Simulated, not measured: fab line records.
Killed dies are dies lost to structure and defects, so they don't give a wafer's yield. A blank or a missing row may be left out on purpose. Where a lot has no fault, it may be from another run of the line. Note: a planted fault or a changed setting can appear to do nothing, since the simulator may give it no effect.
What tool caused it?	flow gf180mcu	12 lots with 36 wafers sampled at 2 steps, on a route of 602 steps

## WHAT EACH GAUGE READ, for each wafer
GF_DUAL_GATE_THK_MEAS_03. Usual: DUAL_GATE_OXIDATION_00_THK typically reads 10.99 nm, with standard deviation 0.21.
lot	measured	on	DUAL_GATE_OXIDATION_00_THK (nm)	flag
L494	day 7 20:07	film_metro-02	11.10 11.02 11.39	
L495	day 8 00:20	film_metro-01	10.98 11.15 11.23	
L496	day 8 03:46	film_metro-02	11.26 11.22 11.25	
L498	day 8 20:25	film_metro-02	11.35 11.21 11.21	
L501	day 9 12:14	film_metro-01	10.85 11.00 11.05	
L503	day 10 05:20	film_metro-02	10.88 10.92 10.80	
L504	day 10 12:07	film_metro-01	10.50 10.91 10.82	
L506	day 11 07:16	film_metro-04	11.01 10.95 10.75	
L508	day 11 12:44	film_metro-04	11.40 11.32 11.33	
L510	day 12 04:43	film_metro-02	11.02 10.86 11.11	
L515	day 13 13:26	film_metro-01	10.76 10.70 10.65	
L516	day 13 15:48	film_metro-01	10.81 10.85 10.80	

## TOOL THAT RAN EACH LOT (tool first, then ch and the chambers of the sampled wafers, then the start)
lot	GF_VT_IMPLANT_RTA_45
L494	rtp_anneal-01 ch 0, day 7 16:49
L495	rtp_anneal-02 ch 0, day 7 21:53
L496	rtp_anneal-02 ch 0, day 8 01:32
L498	rtp_anneal-02 ch 0, day 8 17:38
L501	rtp_anneal-02 ch 0, day 9 09:49
L503	rtp_anneal-02 ch 0, day 10 03:08
L504	rtp_anneal-01 ch 0, day 10 07:35
L506	rtp_anneal-02 ch 0, day 11 03:18
L508	rtp_anneal-02 ch 0, day 11 10:31
L510	rtp_anneal-01 ch 0, day 12 01:10
L515	rtp_anneal-02 ch 0, day 13 10:45
L516	rtp_anneal-01 ch 0, day 13 13:36
- GF_VT_IMPLANT_RTA_45: time 30 s.

## AS READ BY THE TOOLS THEMSELVES (means over the sampled wafers that have a number; for cases with no such wafer, the mark the record gives instead)
GF_VT_IMPLANT_RTA_45. Usual: lamp_power_pct 38.9 %, standard deviation 1.1; wafer_temp_C_max 1055.7, standard deviation 1.2.
lot	tool	lamp_power_pct (%)	wafer_temp_C_max	flag
L494	rtp_anneal-01	40.3	1055.7	
L495	rtp_anneal-02	38.1	1055.2	
L496	rtp_anneal-02	38.1	1055.2	
L498	rtp_anneal-02	38.1	1055.4	
L501	rtp_anneal-02	38.1	1056.2	
L503	rtp_anneal-02	38.1	1055.7	
L504	rtp_anneal-01	40.3	1056.1	
L506	rtp_anneal-02	38.1	1054.7	
L508	rtp_anneal-02	38.1	1055.2	
L510	rtp_anneal-01	40.2	1055.9	
L515	rtp_anneal-02	38.1	1055.0	
L516	rtp_anneal-01	40.3	1056.3	

## THE ANSWER, worked out from the rows above alone
Rule: a lot counts as off when the mean over its wafers that have a number is more than 3 standard deviations away from the usual mean. A lot without any number at a reading at which 4 lots or more have one is off too. Where the step has rows for the other lots, those lots are counted as sound. First the gauges in route order, then the tools' own readings, where a lot's mean is used as printed above. The first step at which some lot is off is used, and at that step the reading that is off furthest; a lot without a number counts as furthest.
Across all readings shown, no lot is off: no conclusion can be drawn from this.

## WHAT THE SIMULATOR HAD PUT IN
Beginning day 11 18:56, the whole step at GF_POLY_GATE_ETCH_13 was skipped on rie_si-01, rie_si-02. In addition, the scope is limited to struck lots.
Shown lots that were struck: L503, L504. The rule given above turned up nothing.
